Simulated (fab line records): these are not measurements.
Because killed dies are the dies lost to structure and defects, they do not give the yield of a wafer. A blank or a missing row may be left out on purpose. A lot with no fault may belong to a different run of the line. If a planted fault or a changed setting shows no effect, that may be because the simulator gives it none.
Which tool did it? :: flow gf180mcu :: 42 wafers from 14 lots sampled at 4 of the route's 602 steps

## WHAT THE GAUGES SHOWED, per wafer
GF_POLY_GATE_THK_MEAS_17.
lot: L652
measured: day 9 20:23
on: film metro-02
POLY_GATE_OXIDATION_THK (nm): 3.89 3.98 3.94

lot: L653
measured: day 9 20:23
on: film metro-03
POLY_GATE_OXIDATION_THK (nm): 3.86 3.93 3.99

lot: L654
measured: day 10 00:01
on: film metro-03
POLY_GATE_OXIDATION_THK (nm): 3.85 3.89 3.88

lot: L657
measured: day 11 09:16
on: film metro-03
POLY_GATE_OXIDATION_THK (nm): 4.06 3.98 3.99

lot: L659
measured: day 11 12:41
on: film metro-04
POLY_GATE_OXIDATION_THK (nm): 4.01 3.93 3.97

lot: L660
measured: day 12 05:05
on: film metro-03
POLY_GATE_OXIDATION_THK (nm): 3.89 3.94 3.94

lot: L662
measured: day 12 16:44
on: film metro-04
POLY_GATE_OXIDATION_THK (nm): 4.06 4.08 4.01

lot: L663
measured: day 12 19:40
on: film metro-03
POLY_GATE_OXIDATION_THK (nm): 3.96 4.06 3.93

lot: L664
measured: day 13 05:22
on: film metro-02
POLY_GATE_OXIDATION_THK (nm): 4.11 4.06 4.04

lot: L667
measured: day 13 19:50
on: film metro-03
POLY_GATE_OXIDATION_THK (nm): 3.98 3.92 3.96

lot: L668
measured: day 14 10:01
on: film metro-03
POLY_GATE_OXIDATION_THK (nm): 4.06 3.96 4.04

lot: L670
measured: day 14 22:41
on: film metro-04
POLY_GATE_OXIDATION_THK (nm): 4.03 4.03 4.11

lot: L673
measured: day 16 00:59
on: film metro-03
POLY_GATE_OXIDATION_THK (nm): 3.92 3.86 3.88

lot: L674
measured: day 16 05:05
on: film metro-04
POLY_GATE_OXIDATION_THK (nm): 4.08 4.08 4.11

GF_V1_BOW_MEAS_05.
lot: L652
measured: day 17 22:55
on: film metro-02
V1_BOW (um): 74 75 79

lot: L653
measured: day 17 22:19
on: film metro-02
V1_BOW (um): 79 84 94

lot: L654
measured: day 18 02:21
on: film metro-03
V1_BOW (um): 76 80 70

lot: L657
measured: day 19 17:58
on: film metro-02
V1_BOW (um): 72 80 74

lot: L659
measured: day 20 03:16
on: film metro-02
V1_BOW (um): 83 105 95

lot: L660
measured: day 20 23:37
on: film metro-02
V1_BOW (um): 84 84 90

lot: L662
measured: day 21 11:39
on: film metro-02
V1_BOW (um): 70 78 69

lot: L663
measured: day 21 15:50
on: film metro-03
V1_BOW (um): 76 80 87

lot: L664
measured: day 22 03:06
on: film metro-02
V1_BOW (um): 86 90 82

lot: L667
measured: day 22 19:13
on: film metro-02
V1_BOW (um): 82 77 85

lot: L668
measured: day 23 11:10
on: film metro-03
V1_BOW (um): 76 79 80

lot: L670
measured: day 24 01:00
on: film metro-02
V1_BOW (um): 102 109 100

lot: L673
measured: day 25 03:32
on: film metro-03
V1_BOW (um): 87 90 92

lot: L674
measured: day 25 07:23
on: film metro-02
V1_BOW (um): 70 80 69

## EACH LOT AND THE TOOL THAT RAN IT (in order: tool; ch and the chambers of the sampled wafers; start)
lot: L652
GF_CONTACT_STRIP_18: plasma asher-02 ch 0,1, day 16 20:24
GF_CONTACT_SPUTTER_22: pvd sputter-04, day 16 20:53

lot: L653
GF_CONTACT_STRIP_18: plasma asher-04 ch 1, day 16 20:31
GF_CONTACT_SPUTTER_22: pvd sputter-01, day 16 20:49

lot: L654
GF_CONTACT_STRIP_18: plasma asher-02 ch 0,1, day 17 00:40
GF_CONTACT_SPUTTER_22: pvd sputter-03, day 17 00:56

lot: L657
GF_CONTACT_STRIP_18: plasma asher-02 ch 0,1, day 18 15:10
GF_CONTACT_SPUTTER_22: pvd sputter-03, day 18 15:28

lot: L659
GF_CONTACT_STRIP_18: plasma asher-02 ch 0,1, day 19 00:13
GF_CONTACT_SPUTTER_22: pvd sputter-01, day 19 00:29

lot: L660
GF_CONTACT_STRIP_18: plasma asher-04 ch 0,1, day 19 20:42
GF_CONTACT_SPUTTER_22: pvd sputter-01, day 19 21:05

lot: L662
GF_CONTACT_STRIP_18: plasma asher-02 ch 0,1, day 20 09:46
GF_CONTACT_SPUTTER_22: pvd sputter-04, day 20 10:02

lot: L663
GF_CONTACT_STRIP_18: plasma asher-02 ch 0,1, day 20 13:28
GF_CONTACT_SPUTTER_22: pvd sputter-01, day 20 13:45

lot: L664
GF_CONTACT_STRIP_18: plasma asher-04 ch 0,1, day 21 00:50
GF_CONTACT_SPUTTER_22: pvd sputter-04, day 21 01:08

lot: L667
GF_CONTACT_STRIP_18: plasma asher-02 ch 0,1, day 21 16:53
GF_CONTACT_SPUTTER_22: pvd sputter-01, day 21 17:11

lot: L668
GF_CONTACT_STRIP_18: plasma asher-02 ch 0,1, day 22 09:21
GF_CONTACT_SPUTTER_22: pvd sputter-01, day 22 09:39

lot: L670
GF_CONTACT_STRIP_18: plasma asher-01 ch 0,1, day 22 23:40
GF_CONTACT_SPUTTER_22: pvd sputter-04, day 22 23:59

lot: L673
GF_CONTACT_STRIP_18: plasma asher-04 ch 0,1, day 24 02:52
GF_CONTACT_SPUTTER_22: pvd sputter-03, day 24 03:10

lot: L674
GF_CONTACT_STRIP_18: plasma asher-04 ch 0, day 24 07:15
GF_CONTACT_SPUTTER_22: pvd sputter-04, day 24 07:32
- GF_CONTACT_STRIP_18: strips in O2/N2.
- GF_CONTACT_SPUTTER_22: material Ti, target thk 15 nm, time 80.02 s.

## AS READ BY THE TOOLS THEMSELVES (means over the sampled wafers that have a number; for cases with no such wafer, the mark the record gives instead)
GF_CONTACT_STRIP_18.
lot: L652
tool: plasma asher-02
drypump motor current A (A): 6.6
heater power w (W): 358
oes product au (a.u.): 0.581

lot: L653
tool: plasma asher-04
drypump motor current A (A): 5.6
heater power w (W): 348
oes product au (a.u.): 0.582

lot: L654
tool: plasma asher-02
drypump motor current A (A): 6.6
heater power w (W): 354
oes product au (a.u.): 0.578

lot: L657
tool: plasma asher-02
drypump motor current A (A): 6.6
heater power w (W): 358
oes product au (a.u.): 0.574

lot: L659
tool: plasma asher-02
drypump motor current A (A): 6.7
heater power w (W): 359
oes product au (a.u.): 0.586

lot: L660
tool: plasma asher-04
drypump motor current A (A): 5.4
heater power w (W): 294
oes product au (a.u.): 0.578

lot: L662
tool: plasma asher-02
drypump motor current A (A): 6.7
heater power w (W): 355
oes product au (a.u.): 0.582

lot: L663
tool: plasma asher-02
drypump motor current A (A): 6.6
heater power w (W): 355
oes product au (a.u.): 0.578

lot: L664
tool: plasma asher-04
drypump motor current A (A): 5.5
heater power w (W): 293
oes product au (a.u.): 0.586

lot: L667
tool: plasma asher-02
drypump motor current A (A): 6.7
heater power w (W): 359
oes product au (a.u.): 0.582

lot: L668
tool: plasma asher-02
drypump motor current A (A): 6.7
heater power w (W): 354
oes product au (a.u.): 0.583

lot: L670
tool: plasma asher-01
drypump motor current A (A): 5.8
heater power w (W): 312
oes product au (a.u.): 0.581

lot: L673
tool: plasma asher-04
drypump motor current A (A): 5.5
heater power w (W): 296
oes product au (a.u.): 0.581

lot: L674
tool: plasma asher-04
drypump motor current A (A): 5.4
heater power w (W): 264
oes product au (a.u.): 0.581

GF_CONTACT_SPUTTER_22.
lot: L652
tool: pvd sputter-04
chamber pressure pa (Pa): 5.003
throttle valve pct (%): 30.4

lot: L653
tool: pvd sputter-01
chamber pressure pa (Pa): 5.011
throttle valve pct (%): 29.0

lot: L654
tool: pvd sputter-03
chamber pressure pa (Pa): 5.005
throttle valve pct (%): 29.3

lot: L657
tool: pvd sputter-03
chamber pressure pa (Pa): 4.988
throttle valve pct (%): 31.0

lot: L659
tool: pvd sputter-01
chamber pressure pa (Pa): 5.000
throttle valve pct (%): 29.7

lot: L660
tool: pvd sputter-01
chamber pressure pa (Pa): 4.996
throttle valve pct (%): 29.0

lot: L662
tool: pvd sputter-04
chamber pressure pa (Pa): 5.005
throttle valve pct (%): 30.4

lot: L663
tool: pvd sputter-01
chamber pressure pa (Pa): 5.004
throttle valve pct (%): 29.8

lot: L664
tool: pvd sputter-04
chamber pressure pa (Pa): 5.007
throttle valve pct (%): 30.4

lot: L667
tool: pvd sputter-01
chamber pressure pa (Pa): 4.567
throttle valve pct (%): 30.5

lot: L668
tool: pvd sputter-01
chamber pressure pa (Pa): 4.575
throttle valve pct (%): 30.4

lot: L670
tool: pvd sputter-04
chamber pressure pa (Pa): 4.995
throttle valve pct (%): 30.0

lot: L673
tool: pvd sputter-03
chamber pressure pa (Pa): 4.998
throttle valve pct (%): 31.0

lot: L674
tool: pvd sputter-04
chamber pressure pa (Pa): 4.988
throttle valve pct (%): 29.6

## THE ANSWER, worked out from the rows above alone
Rule: the lots themselves supply what counts as usual. Put in order of their means at a reading, lots are off if they are a third of the lots or fewer, leave a main group of 4 or more, and stand apart from it by a gap of 3 or more times the standard deviation of the main group's means; of several such gaps the widest counts. If all means in a main group match to the digits the tables above print for the reading, that group is not used. Also off: a lot with no number at a reading for which 4 or more lots have one. All remaining lots with rows at the step are treated as sound. First the gauges in route order, then the tools' own readings, where a lot's mean is used as printed above. The first step at which some lot is off is used, and at that step the reading that is off furthest; a lot without a number counts as furthest.
Off at GF_CONTACT_SPUTTER_22 (chamber pressure pa): L667, L668. The main group: mean 5.000 Pa, standard deviation 0.0069.
A tool fits if, at that step or a process step before it, it ran every lot that is off, and no sound lot after the first of them. Undecided on this evidence; 2 tools fit (plasma asher-02 at GF_CONTACT_STRIP_18, pvd sputter-01 at GF_CONTACT_SPUTTER_22).

## WHAT WAS PUT IN BY THE SIMULATOR
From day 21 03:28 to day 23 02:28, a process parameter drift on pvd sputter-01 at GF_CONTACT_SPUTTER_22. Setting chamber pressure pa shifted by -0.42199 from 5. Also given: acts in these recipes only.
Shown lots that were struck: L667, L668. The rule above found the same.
